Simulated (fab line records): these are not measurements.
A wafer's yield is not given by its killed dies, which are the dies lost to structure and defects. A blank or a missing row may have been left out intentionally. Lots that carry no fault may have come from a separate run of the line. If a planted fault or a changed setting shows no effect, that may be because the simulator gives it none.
What tool caused it? ; flow sky130 ; 12 lots, 36 wafers sampled, at 1 step of a route of 708

## WHAT EACH GAUGE READ, for each wafer
SKY_VT_ADJUST_LVTN_OVL_MEAS_18.
lot;measured;on;VT_ADJUST_LVTN_01_OVL (nm)
L075;day 7 20:02;overlay-01;1.3 0.2 0.5
L077;day 8 08:48;overlay-02;1.8 2.7 0.3
L079;day 9 07:29;overlay-02;3.6 2.3 3.6
L081;day 9 23:56;overlay-01;5.6 3.0 2.9
L083;day 10 12:35;overlay-01;-1.3 2.0 0.7
L085;day 11 00:38;overlay-01;-1.3 1.1 3.2
L087;day 11 08:44;overlay-02;0.7 1.3 1.3
L089;day 11 20:30;overlay-02;1.6 1.0 2.3
L091;day 12 09:59;overlay-01;0.1 2.1 1.5
L093;day 13 00:47;overlay-01;-0.2 -0.5 0.3
L095;day 13 14:11;overlay-02;4.3 2.2 1.6
L097;day 14 05:23;overlay-01;-0.6 1.5 1.3

## WHICH TOOL RAN EACH LOT (tool, then ch and the chambers of the sampled wafers, then the start)
Record: no process step prior to these readings.

## THE ANSWER, worked out from the rows above alone
Rule: what is usual is taken from the lots themselves. Put in order of their means at a reading, lots are off if they are a third of the lots or fewer, leave a main group of 4 or more, and stand apart from it by a gap of 3 or more times the standard deviation of the main group's means; of several such gaps the widest counts. Not used: any main group whose means are identical at the precision the tables above print for the reading. A lot without any number at a reading at which 4 lots or more have one is off too. Any other lot the step has rows for is counted as sound.
Across all readings shown, no lot is off: no conclusion can be drawn from this.

## WHAT THE SIMULATOR HAD INSERTED
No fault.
